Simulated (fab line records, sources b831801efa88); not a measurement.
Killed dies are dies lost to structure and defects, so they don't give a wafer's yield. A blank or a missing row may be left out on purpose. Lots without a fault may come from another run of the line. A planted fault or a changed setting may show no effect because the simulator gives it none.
Which tool did it? | flow sky130 | 13 lots, 38 wafers sampled, at 2 steps of a route of 708

WHAT THE GAUGES READ, wafer by wafer
SKY_SONOS_TUNNEL_CD_MEAS_07: target cd 410 nm. Usual: cd_nm 409.5 nm, standard deviation 2.5.
lot  | measured     | on        | cd_nm (nm)        | flag
L691 | day 11 06:28 | cd_sem-01 | 409.6 408.2 407.7 |
L692 | day 11 10:25 | cd_sem-02 | 407.9 408.9 408.6 |
L693 | day 11 21:17 | cd_sem-01 | 406.4 408.4 407.3 |
L694 | day 12 09:34 | cd_sem-02 | 408.9 408.4 408.1 |
L696 | day 12 21:42 | cd_sem-01 | 395.4 412.5       |
L705 | day 15 19:40 | cd_sem-02 | 404.3 402.3 403.9 |
L707 | day 16 12:56 | cd_sem-02 | 411.5 410.8 409.9 |
L708 | day 16 22:12 | cd_sem-01 | 409.1 409.1 408.0 |
L709 | day 17 12:50 | cd_sem-02 | 415.0 412.7 414.3 |
L711 | day 18 02:26 | cd_sem-01 | 411.8 410.6 410.4 |
L712 | day 18 10:00 | cd_sem-01 | 408.7 410.5 409.6 |
L713 | day 18 21:07 | cd_sem-02 | 408.4 409.2 407.4 |
L714 | day 19 03:04 | cd_sem-02 | 407.9 403.5 407.3 |

WHICH TOOL RAN EACH LOT (tool, then ch and the chambers of the sampled wafers, then the start)
lot  | SKY_SONOS_TUNNEL_DEVELOP_06
L691 | litho_track-02 ch 0, day 11 06:19
L692 | litho_track-04 ch 0, day 11 10:16
L693 | litho_track-01 ch 0, day 11 21:08
L694 | litho_track-01 ch 0, day 12 09:25
L696 | litho_track-04 ch 0, day 12 21:33
L705 | litho_track-01 ch 0, day 15 19:31
L707 | litho_track-04 ch 0, day 16 12:48
L708 | litho_track-01 ch 0, day 16 22:04
L709 | litho_track-02 ch 0, day 17 12:41
L711 | litho_track-02 ch 0, day 18 02:17
L712 | litho_track-04 ch 0, day 18 09:51
L713 | litho_track-01 ch 0, day 18 20:58
L714 | litho_track-04 ch 0, day 19 02:55
- SKY_SONOS_TUNNEL_DEVELOP_06: develop time 60 s.

WHAT THE TOOLS THEMSELVES READ (means of the sampled wafers that have a number; where no wafer has one, the mark that the record gives instead)
The record holds no such reading with a usual standard deviation.

THE ANSWER, worked out from the rows above alone
Rule: a lot is off if the mean of its wafers that have a number lies more than 3 standard deviations from the usual mean. A lot without any number at a reading at which 4 lots or more have one is off too. The other lots that the step has rows for count as sound. The gauges are gone through in route order, then the tools' own readings, and for those a lot's mean is taken as printed above. The first step at which some lot is off is used, and at that step the reading that is off furthest; a lot without a number counts as furthest.
No lot is off at any reading shown: from this, nothing can be told.

WHAT THE SIMULATOR HAD PUT IN
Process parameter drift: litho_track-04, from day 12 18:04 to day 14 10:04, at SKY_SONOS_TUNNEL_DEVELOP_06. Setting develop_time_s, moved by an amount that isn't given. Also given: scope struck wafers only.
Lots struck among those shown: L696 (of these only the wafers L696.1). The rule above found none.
